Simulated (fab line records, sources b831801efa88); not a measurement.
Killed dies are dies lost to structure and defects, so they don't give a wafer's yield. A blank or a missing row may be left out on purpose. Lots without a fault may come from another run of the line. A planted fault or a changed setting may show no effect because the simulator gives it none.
Which tool did it? | flow gf180mcu | 11 lots, 33 wafers sampled, at 6 steps of a route of 602

WHAT THE GAUGES READ, wafer by wafer
GF_HV_LDD_OVL_MEAS_47. Usual: HV_LDD_03_OVL -0.5 nm, standard deviation 1.9.
lot  | measured     | on         | HV_LDD_03_OVL (nm) | flag
L605 | day 12 04:52 | overlay-01 | 0.6 -1.3 0.6       |
L609 | day 13 15:02 | overlay-01 | -3.1 -1.6 -2.3     |
L610 | day 13 19:58 | overlay-02 | -2.5 -2.2 -1.3     |
L613 | day 15 01:12 | overlay-02 | -2.7 -2.4 -4.3     |
L614 | day 15 08:22 | overlay-02 | 1.3 0.5 0.6        |
L617 | day 16 15:14 | overlay-01 | -1.9 -3.8 -2.7     |
L618 | day 17 00:52 | overlay-01 | 1.3 -0.8 1.0       |
L624 | day 18 18:33 | overlay-01 | -2.8 -1.5 0.3      |
L625 | day 19 02:42 | overlay-02 | 0.4 -0.1 -1.4      |
L626 | day 19 14:02 | overlay-02 | -4.6 -5.6 -3.1     |
L628 | day 20 04:37 | overlay-02 | 0.4 1.4 0.6        |

GF_PSD_RS_MEAS_14: measures by four-point-probe. Usual: NSD_RS 46.17 ohm/sq, standard deviation 0.087.
lot  | measured     | on            | NSD_RS (ohm/sq)   | flag
L605 | day 14 00:48 | film_metro-03 | 46.12 46.13 46.04 |
L609 | day 15 13:08 | film_metro-03 | 46.19 46.18 46.18 |
L610 | day 15 17:42 | film_metro-03 | 46.15 46.07 46.17 |
L613 | day 17 00:42 | film_metro-02 | 46.32 46.30 46.17 |
L614 | day 17 07:39 | film_metro-04 | 43.91 43.87 43.85 | OFF
L617 | day 18 18:08 | film_metro-02 | 43.86 43.86 43.80 | OFF
L618 | day 19 05:41 | film_metro-03 | 46.19 46.30 46.26 |
L624 | day 21 00:47 | film_metro-03 | 45.98 46.08 46.10 |
L625 | day 21 06:18 | film_metro-03 | 46.11 46.15 46.13 |
L626 | day 21 18:09 | film_metro-04 | 46.18 46.16 46.26 |
L628 | day 22 09:09 | film_metro-03 | 46.18 46.13 46.06 |

GF_PSD_RS_MEAS_15: measures by four-point-probe. Usual: PSD_RS 108.65 ohm/sq, standard deviation 0.28.
lot  | measured     | on            | PSD_RS (ohm/sq)      | flag
L605 | day 14 00:55 | film_metro-03 | 108.72 108.54 108.42 |
L609 | day 15 13:15 | film_metro-03 | 108.34 108.43 108.43 |
L610 | day 15 17:49 | film_metro-03 | 108.40 108.52 108.59 |
L613 | day 17 00:49 | film_metro-02 | 108.33 108.61 108.57 |
L614 | day 17 07:46 | film_metro-04 | 108.68 108.70 108.98 |
L617 | day 18 18:16 | film_metro-02 | 108.61 108.68 108.63 |
L618 | day 19 05:48 | film_metro-03 | 108.58 108.41 108.70 |
L624 | day 21 00:54 | film_metro-03 | 108.64 108.75 108.24 |
L625 | day 21 06:25 | film_metro-03 | 108.40 108.14 108.08 |
L626 | day 21 18:16 | film_metro-04 | 108.97 108.83 108.94 |
L628 | day 22 09:16 | film_metro-03 | 109.07 108.35 108.49 |

WHICH TOOL RAN EACH LOT (tool, then ch and the chambers of the sampled wafers, then the start)
lot  | GF_POLY_GATE_ETCH_13             | GF_NSD_IMPLANT_10               | GF_NSD_STRIP_11
L605 | rie_si-02 ch 1,2,3, day 9 01:47  | implanter-04 ch 0, day 13 03:51 | plasma_asher-03 ch 0,1, day 13 04:00
L609 | rie_si-02 ch 0,1, day 10 07:47   | implanter-01 ch 0, day 14 14:58 | plasma_asher-04 ch 0,1, day 14 15:07
L610 | rie_si-02 ch 0,3, day 10 12:52   | implanter-04 ch 0, day 14 19:42 | plasma_asher-04 ch 0,1, day 14 19:51
L613 | rie_si-02 ch 1,3, day 11 14:32   | implanter-01 ch 0, day 16 02:09 | plasma_asher-01 ch 0,1, day 16 02:18
L614 | rie_si-02 ch 1,2,3, day 11 19:14 | implanter-04 ch 0, day 16 08:31 | plasma_asher-01 ch 0,1, day 16 08:40
L617 | rie_si-02 ch 0,1, day 12 23:31   | implanter-04 ch 0, day 17 17:54 | plasma_asher-04 ch 0,1, day 17 18:03
L618 | rie_si-01 ch 0,1,2, day 13 05:44 | implanter-01 ch 0, day 18 04:55 | plasma_asher-01 ch 0,1, day 18 05:04
L624 | rie_si-01 ch 0,1,2, day 14 23:06 | implanter-02 ch 0, day 19 23:54 | plasma_asher-04 ch 0,1, day 20 00:03
L625 | rie_si-01 ch 0,2, day 15 04:03   | implanter-01 ch 0, day 20 05:26 | plasma_asher-01 ch 0,1, day 20 05:35
L626 | rie_si-01 ch 1,2,3, day 15 10:24 | implanter-04 ch 0, day 20 17:12 | plasma_asher-01 ch 0,1, day 20 17:21
L628 | rie_si-02 ch 0,2,3, day 16 04:06 | implanter-04 ch 0, day 21 08:48 | plasma_asher-04 ch 0,1, day 21 08:57
- GF_POLY_GATE_ETCH_13: etches poly-Si in HBr/Cl2, stops on SiO2, target depth 198.5 nm, time 69.6 s.
- GF_NSD_IMPLANT_10
- GF_NSD_STRIP_11: strips in O2/N2.

WHAT THE TOOLS THEMSELVES READ (means of the sampled wafers that have a number; where no wafer has one, the mark that the record gives instead)
GF_POLY_GATE_ETCH_13. Usual: drypump_motor_current_A 5.7 A, standard deviation 0.45; he_backside_leak_sccm 2.71 sccm, standard deviation 0.21; mfc_cl2_sccm 50.01 sccm, standard deviation 0.14; oes_product_au 0.990 a.u., standard deviation 0.0079; throttle_valve_pct 33.685 %, standard deviation 0.0084.
lot  | tool      | drypump_motor_current_A (A) | he_backside_leak_sccm (sccm) | mfc_cl2_sccm (sccm) | oes_product_au (a.u.) | throttle_valve_pct (%) | flag
L605 | rie_si-02 | 5.6                         | 2.84                         | 49.83               | 0.994                 | 33.686                 |
L609 | rie_si-02 | 5.2                         | 2.83                         | 50.01               | 0.992                 | 33.679                 |
L610 | rie_si-02 | 5.7                         | 2.92                         | 50.06               | 0.994                 | 33.686                 |
L613 | rie_si-02 | 5.2                         | 2.90                         | 49.96               | 0.978                 | 33.683                 |
L614 | rie_si-02 | 5.6                         | 2.66                         | 49.99               | 0.992                 | 33.691                 |
L617 | rie_si-02 | 5.2                         | 2.78                         | 50.04               | 0.984                 | 33.700                 |
L618 | rie_si-01 | 5.9                         | 2.56                         | 50.05               | 0.993                 | 33.681                 |
L624 | rie_si-01 | 5.9                         | 2.55                         | 50.02               | 0.988                 | 33.679                 |
L625 | rie_si-01 | 5.7                         | 2.61                         | 50.06               | 1.004                 | 33.688                 |
L626 | rie_si-01 | 6.1                         | 2.66                         | 50.06               | 0.986                 | 33.685                 |
L628 | rie_si-02 | 5.7                         | 2.78                         | 49.94               | 1.002                 | 33.685                 |

GF_NSD_IMPLANT_10. Usual: dose_ions_cm2 5.001e+14, standard deviation 5.9e+11; faraday_current_uA 2785, standard deviation 55.
lot  | tool         | dose_ions_cm2 | faraday_current_uA | flag
L605 | implanter-04 | 5.003e+14     | 2753               |
L609 | implanter-01 | 5.008e+14     | 2810               |
L610 | implanter-04 | 5.005e+14     | 2794               |
L613 | implanter-01 | 5.001e+14     | 2755               |
L614 | implanter-04 | 7.070e+14     | 3923               | OFF
L617 | implanter-04 | 7.075e+14     | 3843               | OFF
L618 | implanter-01 | 5.004e+14     | 2787               |
L624 | implanter-02 | 5.001e+14     | 2789               |
L625 | implanter-01 | 5.001e+14     | 2851               |
L626 | implanter-04 | 5.004e+14     | 2823               |
L628 | implanter-04 | 4.995e+14     | 2798               |

GF_NSD_STRIP_11. Usual: drypump_motor_current_A 5.4 A, standard deviation 0.55; heater_power_w 330 W, standard deviation 29; oes_product_au 0.486 a.u., standard deviation 0.0041; strip_time_to_endpoint_s 22.94 s, standard deviation 0.038.
lot  | tool            | drypump_motor_current_A (A) | heater_power_w (W) | oes_product_au (a.u.) | strip_time_to_endpoint_s (s) | flag
L605 | plasma_asher-03 | 6.3                         | 368                | 0.487                 | 22.94                        |
L609 | plasma_asher-04 | 5.2                         | 323                | 0.489                 | 22.91                        |
L610 | plasma_asher-04 | 5.2                         | 319                | 0.486                 | 22.94                        |
L613 | plasma_asher-01 | 5.2                         | 319                | 0.494                 | 22.86                        |
L614 | plasma_asher-01 | 5.2                         | 322                | 0.489                 | 23.19                        | OFF
L617 | plasma_asher-04 | 5.1                         | 330                | 0.485                 | 23.17                        | OFF
L618 | plasma_asher-01 | 5.0                         | 330                | 0.485                 | 22.94                        |
L624 | plasma_asher-04 | 5.1                         | 324                | 0.486                 | 22.90                        |
L625 | plasma_asher-01 | 5.3                         | 319                | 0.482                 | 22.90                        |
L626 | plasma_asher-01 | 5.0                         | 329                | 0.487                 | 22.95                        |
L628 | plasma_asher-04 | 5.1                         | 329                | 0.489                 | 22.93                        |

THE ANSWER, worked out from the rows above alone
Rule: a lot is off if the mean of its wafers that have a number lies more than 3 standard deviations from the usual mean. A lot without any number at a reading at which 4 lots or more have one is off too. The other lots that the step has rows for count as sound. The gauges are gone through in route order, then the tools' own readings, and for those a lot's mean is taken as printed above. The first step at which some lot is off is used, and at that step the reading that is off furthest; a lot without a number counts as furthest.
Off: L614, L617, at GF_PSD_RS_MEAS_14 (NSD_RS).
A tool fits if, at a process step before that reading, it ran every lot that is off, and no sound lot after the first of them. The gauges at GF_PSD_RS_MEAS_14 aren't tried: what is off there is off at GF_NSD_IMPLANT_10 too, on other tools, and a gauge's error can't cause that. None of those tried fits.

WHAT THE SIMULATOR HAD PUT IN
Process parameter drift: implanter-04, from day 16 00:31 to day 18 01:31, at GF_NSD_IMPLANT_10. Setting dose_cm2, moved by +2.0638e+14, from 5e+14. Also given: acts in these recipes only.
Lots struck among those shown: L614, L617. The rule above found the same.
